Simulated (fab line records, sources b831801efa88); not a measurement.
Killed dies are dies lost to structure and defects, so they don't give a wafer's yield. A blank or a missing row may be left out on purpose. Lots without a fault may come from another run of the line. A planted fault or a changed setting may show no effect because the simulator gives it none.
A struck lot beside a sound one | flow sfq_line | 42 steps out of a route of 325
Sound: wafers L262.1, L262.2, L262.3. Struck: wafers L253.1, L253.2, L253.5. The cause comes at the end.
At each step with rows: each side's tool, then ch and its chambers, then its first start. Under that, the readings that differ: sound wafers | struck wafers | difference of the means | sigmas: that difference in standard deviations of wafers without a fault.
alike: readings whose means differ by less than 2 such deviations, and words and numbers that are the same on both sides. not compared: withheld readings, readings that some wafer has no value for, bounds like >300 that may hide the same value, and numbers for which the record gives no deviation and whose values overlap.
The two part at a step that has a row with sigmas, a row that says differs or no value, or rows on one side only. Numbers that don't overlap but have no deviation are shown without sigmas and don't part them. A reading that every wafer of one side lacks parts them only if that side has two wafers or more.

SFQ_M2_OVL_MEAS_916:
  sound on overlay-02, day 35 04:12; struck on overlay-01, day 32 13:53
  reading     | sound       | struck | difference | sigmas
  M2_OVL (nm) | -10 -15 -10 | 4 5 -7 | +12        | +2
then, 1 step without rows for these wafers: SFQ_TRILAYER_M2_BARC_OPEN_METAL_ETCH_077 (etches BARC in O2, target depth 125 nm, time 41.7 s).
SFQ_TRILAYER_M2_ETCH_METAL_ETCH_060: etches Nb in Cl2/Ar, stops on SiO2, target depth 240 nm, time 120 s.
  sound on rie_metal-04 ch 0,1, day 35 04:17; struck on rie_metal-04 ch 0,1, day 32 13:59
  alike: bias_w, drypump_motor_current_A, oes_product_au
  not compared: rf_hours_counter_h
then, 2 steps without rows for these wafers: SFQ_TRILAYER_M2_STRIP_STRIP_061 (strips in O2); SFQ_TRILAYER_M2_STRIP_SOLV_CLEAN_062 (cleans in NMP, time 600 s).
SFQ_TRILAYER_I2_DEP_PECVD_063: deposits SiO2 from SiH4/N2O, time 111.11 s, target thk 500 nm.
  sound on pecvd-01 ch 0,1,2, day 35 05:11; struck on pecvd-03 ch 0,1,2, day 32 14:53
  alike: heater_power_outer_w, heater_power_w, throttle_valve_pct
then, 1 step without rows for these wafers: SFQ_TRILAYER_I2_CMP_CMP_064 (polishes SiO2).
SFQ_I2_BOW_MEAS_917:
  sound on film_metro-01, day 35 10:46; struck on film_metro-04, day 32 21:36
  alike: I2_BOW
then, 4 steps without rows for these wafers: SFQ_TRILAYER_I2_METRO_MEASURE_065; SFQ_TRILAYER_I2_VIA_LITHO_COAT_072 (resist thk 62 nm); SFQ_TRILAYER_I2_VIA_LITHO_COAT_067 (resist thk 650 nm); SFQ_TRILAYER_I2_VIA_LITHO_SOFTBAKE_071.
-- the record jumps here: 6 days lie between the struck wafers' starts before and after --
SFQ_TRILAYER_I2_VIA_LITHO_EXPOSE_068: exposes mask I2, target cd 500 nm.
  sound on krf_scanner-02 ch 0, day 41 16:49; struck on krf_scanner-01 ch 0, day 39 04:22
  reading                    | sound                | struck            | difference | sigmas
  model.I2.overlay_x_nm (nm) | -5.459 -5.459 -5.459 | 67.38 67.38 67.38 | +72.84     |
  alike: mask, exposure_dose_mJ_cm2
then, 2 steps without rows for these wafers: SFQ_TRILAYER_I2_VIA_LITHO_PEB_070 (peb time 60 s); SFQ_TRILAYER_I2_VIA_LITHO_DEVELOP_069 (time 60 s).
SFQ_I2_OVL_MEAS_918:
  sound on overlay-01, day 41 18:19; struck on overlay-02, day 39 05:52
  reading     | sound  | struck   | difference | sigmas
  I2_OVL (nm) | -4 4 2 | 68 68 70 | +68        | +14
then, 6 steps without rows for these wafers: SFQ_TRILAYER_I2_VIA_BARC_OPEN_VIA_ETCH_096 (etches BARC in O2, target depth 125 nm, time 41.7 s); SFQ_TRILAYER_I2_VIA_ETCH_VIA_ETCH_070 (etches SiO2 in CHF3, stops on Nb, target depth 260 nm); SFQ_TRILAYER_I2_VIA_STRIP_STRIP_071 (strips in O2); SFQ_TRILAYER_I2_VIA_STRIP_SOLV_CLEAN_072 (cleans in NMP, time 600 s); SFQ_TRILAYER_M3_DEP_PRE_CLEAN_074 (time 22.5 s); SFQ_TRILAYER_M3_DEP_SPUTTER_073 (material Nb, target thk 200 nm, time 133.3 s).
SFQ_M3_RS_MEAS_919: measures by four-point-probe.
  sound on film_metro-02, day 41 19:23; struck on film_metro-02, day 39 06:57
  alike: M3_NB_RS
then, 6 steps without rows for these wafers: SFQ_TRILAYER_M3_LITHO_COAT_080 (resist thk 62 nm); SFQ_TRILAYER_M3_LITHO_COAT_075 (resist thk 600 nm); SFQ_TRILAYER_M3_LITHO_SOFTBAKE_079; SFQ_TRILAYER_M3_LITHO_EXPOSE_076 (exposes mask M3, target cd 500 nm); SFQ_TRILAYER_M3_LITHO_PEB_078 (peb time 60 s); SFQ_TRILAYER_M3_LITHO_DEVELOP_077 (time 60 s).
SFQ_M3_OVL_MEAS_921:
  sound on overlay-02, day 47 22:43; struck on overlay-02, day 39 09:23
  alike: M3_OVL
then, 1 step without rows for these wafers: SFQ_TRILAYER_M3_BARC_OPEN_METAL_ETCH_100 (etches BARC in O2, target depth 125 nm, time 41.7 s).
SFQ_TRILAYER_M3_ETCH_METAL_ETCH_078: etches Nb in Cl2/Ar, stops on SiO2, target depth 240 nm, time 120 s.
  sound on rie_metal-03 ch 0,1, day 47 22:48; struck on rie_metal-04 ch 0,1, day 39 09:29
  alike: bias_w, drypump_motor_current_A, oes_product_au
  not compared: rf_hours_counter_h
then, 2 steps without rows for these wafers: SFQ_TRILAYER_M3_STRIP_STRIP_079 (strips in O2); SFQ_TRILAYER_M3_STRIP_SOLV_CLEAN_080 (cleans in NMP, time 600 s).
SFQ_TRILAYER_I3_DEP_PECVD_081: deposits SiO2 from SiH4/N2O, time 111.11 s, target thk 500 nm.
  sound on pecvd-03 ch 0,1,2, day 47 23:42; struck on pecvd-03 ch 0,2, day 39 10:23
  alike: heater_power_outer_w, heater_power_w, throttle_valve_pct
SFQ_TRILAYER_I3_CMP_CMP_082: polishes SiO2.
  sound on cmp-02 ch 0,1,2, day 48 02:12; struck on cmp-02 ch 0,1,2, day 39 12:10
  alike: edge_zone_pressure_frac, motor_current_A, slurry_filter_dp_kPa, slurry_flow_ml_min, time_to_endpoint_s
SFQ_I3_BOW_MEAS_922:
  sound on film_metro-02, day 48 05:12; struck on film_metro-02, day 39 14:40
  alike: I3_BOW
then, 4 steps without rows for these wafers: SFQ_TRILAYER_I3_METRO_MEASURE_083; SFQ_TRILAYER_I3_VIA_LITHO_COAT_090 (resist thk 62 nm); SFQ_TRILAYER_I3_VIA_LITHO_COAT_085 (resist thk 650 nm); SFQ_TRILAYER_I3_VIA_LITHO_SOFTBAKE_089.
-- the record jumps here: 45 days lie between the struck wafers' starts before and after --
SFQ_M8_BOW_MEAS_951:
  sound on film_metro-04, day 85 10:52; struck on film_metro-04, day 84 17:31
  reading                 | sound             | struck            | difference | sigmas
  model.etest.i2.link_ohm | 1.984 1.983 1.984 | 1.994 1.994 2.001 | +0.013     |
  alike: M8_BOW

WHERE THEY PART
First at SFQ_M2_OVL_MEAS_916; last, within this record, at SFQ_I2_OVL_MEAS_918. Later steps at which nothing parts them and some readings are alike: SFQ_M3_RS_MEAS_919, SFQ_M3_OVL_MEAS_921, SFQ_TRILAYER_M3_ETCH_METAL_ETCH_078, SFQ_TRILAYER_I3_DEP_PECVD_081, SFQ_TRILAYER_I3_CMP_CMP_082, SFQ_I3_BOW_MEAS_922, SFQ_M8_BOW_MEAS_951.

WHY: what the simulator had put in
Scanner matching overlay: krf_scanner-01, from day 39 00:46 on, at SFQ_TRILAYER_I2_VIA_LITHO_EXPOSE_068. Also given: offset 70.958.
